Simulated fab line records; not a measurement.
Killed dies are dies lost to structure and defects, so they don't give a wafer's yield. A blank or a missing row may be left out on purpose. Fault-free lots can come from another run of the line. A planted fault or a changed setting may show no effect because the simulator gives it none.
The tool behind it: which one? | flow sky130 | Sampling: 24 lots, 72 wafers, 6 of 708 route steps

## WHAT THE GAUGES READ, wafer by wafer
SKY_CONTACT_CD_MEAS_14: the cd target is 170 nm.
lot  | measured     | on       | cdNm (nm)
L074 | day 30 18:41 | cdSem-02 | 168.4 168.5 169.1
L075 | day 31 11:37 | cdSem-02 | 166.7 168.0 166.7
L076 | day 32 01:28 | cdSem-01 | 170.6 171.0 171.0
L077 | day 32 04:35 | cdSem-02 | 170.4 170.8 170.0
L078 | day 32 12:38 | cdSem-02 | 170.7 172.0 172.5
L079 | day 33 03:49 | cdSem-01 | 171.9 171.9 172.8
L080 | day 33 19:52 | cdSem-01 | 166.8 168.7 168.2
L081 | day 33 20:46 | cdSem-01 | 169.0 170.8 169.1
L082 | day 33 23:35 | cdSem-02 | 168.0 169.0 168.1
L083 | day 35 02:46 | cdSem-02 | 170.0 170.0 172.1
L084 | day 35 08:14 | cdSem-02 | 170.2 169.3 170.9
L085 | day 35 09:01 | cdSem-01 | 169.0 170.0 168.9
L087 | day 35 17:47 | cdSem-01 | 171.0 169.8 169.9
L086 | day 35 21:59 | cdSem-02 | 171.2 169.2 169.1
L088 | day 35 23:44 | cdSem-02 | 168.4 168.2 168.2
L089 | day 36 10:29 | cdSem-01 | 168.0 168.5 168.0
L090 | day 36 18:28 | cdSem-01 | 170.2 168.5 168.7
L091 | day 37 06:58 | cdSem-02 | 169.9 170.5 170.3
L092 | day 37 14:38 | cdSem-02 | 170.5 170.7 170.3
L093 | day 37 16:52 | cdSem-01 | 169.2 169.8 168.6
L094 | day 37 22:31 | cdSem-01 | 170.4 169.0 169.7
L095 | day 38 06:17 | cdSem-02 | 169.2 169.9 169.2
L096 | day 38 13:34 | cdSem-01 | 172.1 170.1 171.7
L097 | day 38 22:22 | cdSem-01 | 169.3 168.3 168.1

SKY_VIA1_RS_MEAS_22: the measuring method here is four-point-probe.
lot  | measured     | on           | VIA1_W_RS (ohm/sq)
L074 | day 33 06:40 | filmMetro-03 | 0.425 0.427 0.425
L075 | day 33 23:25 | filmMetro-01 | 0.425 0.434 0.435
L076 | day 34 13:25 | filmMetro-01 | 0.426 0.424 0.420
L077 | day 34 15:22 | filmMetro-03 | 0.436 0.427 0.430
L078 | day 34 22:53 | filmMetro-04 | 0.422 0.422 0.429
L079 | day 35 15:01 | filmMetro-04 | 0.424 0.426 0.430
L080 | day 36 07:19 | filmMetro-01 | 0.442 0.430 0.439
L081 | day 36 08:37 | filmMetro-04 | 0.431 0.426 0.421
L082 | day 36 11:52 | filmMetro-04 | 0.421 0.424 0.428
L083 | day 37 15:20 | filmMetro-01 | 0.443 0.433 0.435
L084 | day 37 20:23 | filmMetro-01 | 0.439 0.434 0.427
L085 | day 37 20:58 | filmMetro-01 | 0.426 0.432 0.437
L087 | day 38 05:22 | filmMetro-03 | 0.434 0.433 0.440
L086 | day 38 10:00 | filmMetro-04 | 0.429 0.422 0.430
L088 | day 38 10:18 | filmMetro-01 | 0.434 0.434 0.433
L089 | day 38 20:44 | filmMetro-04 | 0.433 0.432 0.434
L090 | day 39 03:22 | filmMetro-04 | 0.435 0.441 0.439
L091 | day 39 15:18 | filmMetro-01 | 0.433 0.427 0.435
L092 | day 39 21:31 | filmMetro-04 | 0.423 0.445 0.447
L093 | day 39 23:05 | filmMetro-04 | 0.431 0.431 0.419
L094 | day 40 04:16 | filmMetro-01 | 0.434 0.420 0.418
L095 | day 40 11:29 | filmMetro-04 | 0.423 0.428 0.424
L096 | day 40 19:06 | filmMetro-03 | 0.418 0.438 0.416
L097 | day 41 03:31 | filmMetro-04 | 0.425 0.425 0.429

SKY_VIA2_CD_MEAS_12: the cd target is 200 nm.
lot  | measured     | on       | cdNm (nm)
L074 | day 35 15:58 | cdSem-02 | 198.7 199.4 200.6
L075 | day 36 08:52 | cdSem-01 | 198.0 199.3 198.4
L076 | day 36 20:54 | cdSem-02 | 200.6 199.9 200.2
L077 | day 37 02:05 | cdSem-01 | 201.7 200.7 202.3
L078 | day 37 08:38 | cdSem-02 | 200.4 200.9 201.0
L079 | day 38 00:14 | cdSem-02 | 198.0 196.4 196.4
L080 | day 38 15:05 | cdSem-01 | 203.2 202.9 202.6
L081 | day 38 16:35 | cdSem-02 | 201.1 201.3 200.1
L082 | day 38 19:28 | cdSem-01 | 199.3 198.8 199.7
L083 | day 39 18:52 | cdSem-02 | 198.4 200.0 200.2
L084 | day 40 00:49 | cdSem-01 | 199.7 199.6 200.3
L085 | day 40 01:46 | cdSem-01 | 198.0 200.0 198.1
L087 | day 40 08:18 | cdSem-01 | 199.1 201.4 199.9
L086 | day 40 13:14 | cdSem-02 | 199.4 200.8 201.0
L088 | day 40 14:53 | cdSem-02 | 200.5 199.4 199.8
L089 | day 40 23:28 | cdSem-01 | 202.0 201.4 201.3
L090 | day 41 07:29 | cdSem-01 | 200.1 200.5 199.1
L091 | day 41 17:46 | cdSem-02 | 201.4 200.1 201.0
L092 | day 42 00:22 | cdSem-01 | 199.8 199.8 201.8
L093 | day 42 01:43 | cdSem-01 | 199.7 199.0 198.6
L094 | day 42 05:43 | cdSem-01 | 198.2 199.3 200.0
L095 | day 42 12:49 | cdSem-01 | 197.5 197.6 197.2
L096 | day 42 20:23 | cdSem-02 | 199.6 197.4 198.9
L097 | day 43 05:32 | cdSem-02 | 197.8 197.4 197.5

## WHAT TOOL EACH LOT RAN ON (gives the tool, then ch and the chambers of the sampled wafers, and finally the start)
lot  | SKY_METAL1_SPUTTER_00       | SKY_METAL2_SPUTTER_02       | SKY_METAL2_SPUTTER_03
L074 | pvdSputter-04, day 30 20:13 | pvdSputter-02, day 33 07:12 | pvdSputter-02, day 33 07:13
L075 | pvdSputter-02, day 31 13:35 | pvdSputter-02, day 33 23:56 | pvdSputter-02, day 33 23:58
L076 | pvdSputter-01, day 32 03:29 | pvdSputter-02, day 34 13:56 | pvdSputter-02, day 34 13:58
L077 | pvdSputter-04, day 32 06:07 | pvdSputter-03, day 34 15:50 | pvdSputter-03, day 34 15:52
L078 | pvdSputter-04, day 32 14:11 | pvdSputter-02, day 34 23:22 | pvdSputter-02, day 34 23:24
L079 | pvdSputter-01, day 33 05:21 | pvdSputter-02, day 35 15:38 | pvdSputter-02, day 35 15:39
L080 | pvdSputter-04, day 33 21:23 | pvdSputter-02, day 36 07:49 | pvdSputter-02, day 36 07:50
L081 | pvdSputter-02, day 33 22:19 | pvdSputter-03, day 36 09:08 | pvdSputter-03, day 36 09:10
L082 | pvdSputter-04, day 34 01:09 | pvdSputter-03, day 36 12:29 | pvdSputter-03, day 36 12:31
L083 | pvdSputter-01, day 35 04:19 | pvdSputter-01, day 37 15:52 | pvdSputter-01, day 37 15:53
L084 | pvdSputter-01, day 35 09:46 | pvdSputter-02, day 37 20:55 | pvdSputter-02, day 37 20:56
L085 | pvdSputter-04, day 35 10:34 | pvdSputter-01, day 37 21:29 | pvdSputter-01, day 37 21:31
L087 | pvdSputter-02, day 35 19:37 | pvdSputter-01, day 38 05:52 | pvdSputter-01, day 38 05:54
L086 | pvdSputter-02, day 36 00:14 | pvdSputter-03, day 38 10:31 | pvdSputter-03, day 38 10:32
L088 | pvdSputter-01, day 36 01:24 | pvdSputter-02, day 38 10:49 | pvdSputter-02, day 38 10:50
L089 | pvdSputter-01, day 36 12:08 | pvdSputter-02, day 38 21:21 | pvdSputter-02, day 38 21:22
L090 | pvdSputter-04, day 36 20:01 | pvdSputter-01, day 39 04:10 | pvdSputter-01, day 39 04:11
L091 | pvdSputter-01, day 37 08:33 | pvdSputter-02, day 39 15:47 | pvdSputter-02, day 39 15:49
L092 | pvdSputter-04, day 37 16:11 | pvdSputter-01, day 39 22:03 | pvdSputter-01, day 39 22:04
L093 | pvdSputter-04, day 37 18:25 | pvdSputter-02, day 39 23:37 | pvdSputter-02, day 39 23:38
L094 | pvdSputter-02, day 38 00:05 | pvdSputter-03, day 40 04:48 | pvdSputter-03, day 40 04:49
L095 | pvdSputter-02, day 38 07:52 | pvdSputter-01, day 40 12:00 | pvdSputter-01, day 40 12:01
L096 | pvdSputter-02, day 38 15:07 | pvdSputter-01, day 40 19:38 | pvdSputter-01, day 40 19:40
L097 | pvdSputter-04, day 38 23:55 | pvdSputter-01, day 41 04:03 | pvdSputter-01, day 41 04:04
- SKY_METAL1_SPUTTER_00: material Ti, target thk 15 nm, time 10 s.
- SKY_METAL2_SPUTTER_02: material AlCu, target thk 250 nm, time 13.3 s.
- SKY_METAL2_SPUTTER_03: material Ti, target thk 5 nm, time 3.3 s.

## WHAT THE TOOLS THEMSELVES READ (means of the sampled wafers that have a number; where no wafer has one, the mark that the record gives instead)
SKY_METAL1_SPUTTER_00.
lot  | tool          | throttleValvePct (%)
L074 | pvdSputter-04 | 29.4
L075 | pvdSputter-02 | 30.4
L076 | pvdSputter-01 | 30.3
L077 | pvdSputter-04 | 29.6
L078 | pvdSputter-04 | 29.3
L079 | pvdSputter-01 | 30.4
L080 | pvdSputter-04 | 29.6
L081 | pvdSputter-02 | 30.6
L082 | pvdSputter-04 | 30.3
L083 | pvdSputter-01 | 30.0
L084 | pvdSputter-01 | 30.0
L085 | pvdSputter-04 | 30.2
L087 | pvdSputter-02 | 30.5
L086 | pvdSputter-02 | 29.8
L088 | pvdSputter-01 | 30.0
L089 | pvdSputter-01 | 29.8
L090 | pvdSputter-04 | 29.5
L091 | pvdSputter-01 | 30.7
L092 | pvdSputter-04 | 28.8
L093 | pvdSputter-04 | 30.1
L094 | pvdSputter-02 | 30.4
L095 | pvdSputter-02 | 30.2
L096 | pvdSputter-02 | 29.9
L097 | pvdSputter-04 | 30.1

SKY_METAL2_SPUTTER_02.
lot  | tool          | throttleValvePct (%)
L074 | pvdSputter-02 | 30.7
L075 | pvdSputter-02 | 29.9
L076 | pvdSputter-02 | 30.3
L077 | pvdSputter-03 | 30.3
L078 | pvdSputter-02 | 30.0
L079 | pvdSputter-02 | 30.5
L080 | pvdSputter-02 | 29.6
L081 | pvdSputter-03 | 30.4
L082 | pvdSputter-03 | 30.5
L083 | pvdSputter-01 | 30.1
L084 | pvdSputter-02 | 30.0
L085 | pvdSputter-01 | 30.9
L087 | pvdSputter-01 | 29.3
L086 | pvdSputter-03 | 30.4
L088 | pvdSputter-02 | 29.9
L089 | pvdSputter-02 | 30.0
L090 | pvdSputter-01 | 30.6
L091 | pvdSputter-02 | 30.4
L092 | pvdSputter-01 | 30.5
L093 | pvdSputter-02 | 30.2
L094 | pvdSputter-03 | 30.5
L095 | pvdSputter-01 | 30.8
L096 | pvdSputter-01 | 30.2
L097 | pvdSputter-01 | 29.7

SKY_METAL2_SPUTTER_03.
lot  | tool          | throttleValvePct (%)
L074 | pvdSputter-02 | 30.6
L075 | pvdSputter-02 | 29.8
L076 | pvdSputter-02 | 30.5
L077 | pvdSputter-03 | 30.1
L078 | pvdSputter-02 | 30.2
L079 | pvdSputter-02 | 30.7
L080 | pvdSputter-02 | 29.9
L081 | pvdSputter-03 | 30.3
L082 | pvdSputter-03 | 30.4
L083 | pvdSputter-01 | 29.8
L084 | pvdSputter-02 | 29.9
L085 | pvdSputter-01 | 30.8
L087 | pvdSputter-01 | 29.3
L086 | pvdSputter-03 | 30.5
L088 | pvdSputter-02 | 30.0
L089 | pvdSputter-02 | 30.0
L090 | pvdSputter-01 | 30.7
L091 | pvdSputter-02 | 30.3
L092 | pvdSputter-01 | 30.6
L093 | pvdSputter-02 | 30.2
L094 | pvdSputter-03 | 30.4
L095 | pvdSputter-01 | 30.8
L096 | pvdSputter-01 | 30.2
L097 | pvdSputter-01 | 29.5

## THE ANSWER, worked out from the rows above alone
Rule: what is usual is taken from the lots themselves. The widest of any qualifying gaps counts: lots, ordered by their means at a reading, are off when they make up no more than a third of the lots, leave a main group of 4 or more, and stand apart from it by 3 or more times the standard deviation of that group's means. A main group is skipped when, at the precision printed for the reading in the tables above, its means are all equal. A lot without any number at a reading at which 4 lots or more have one is off too. All remaining lots with rows at the step are treated as sound. First the gauges in route order, then the tools' own readings, where a lot's mean is used as printed above. The first step at which some lot is off is used, and at that step the reading that is off furthest; a lot without a number counts as furthest.
No lot is off at any reading shown: from this, nothing can be told.

## WHAT THE SIMULATOR HAD INSERTED
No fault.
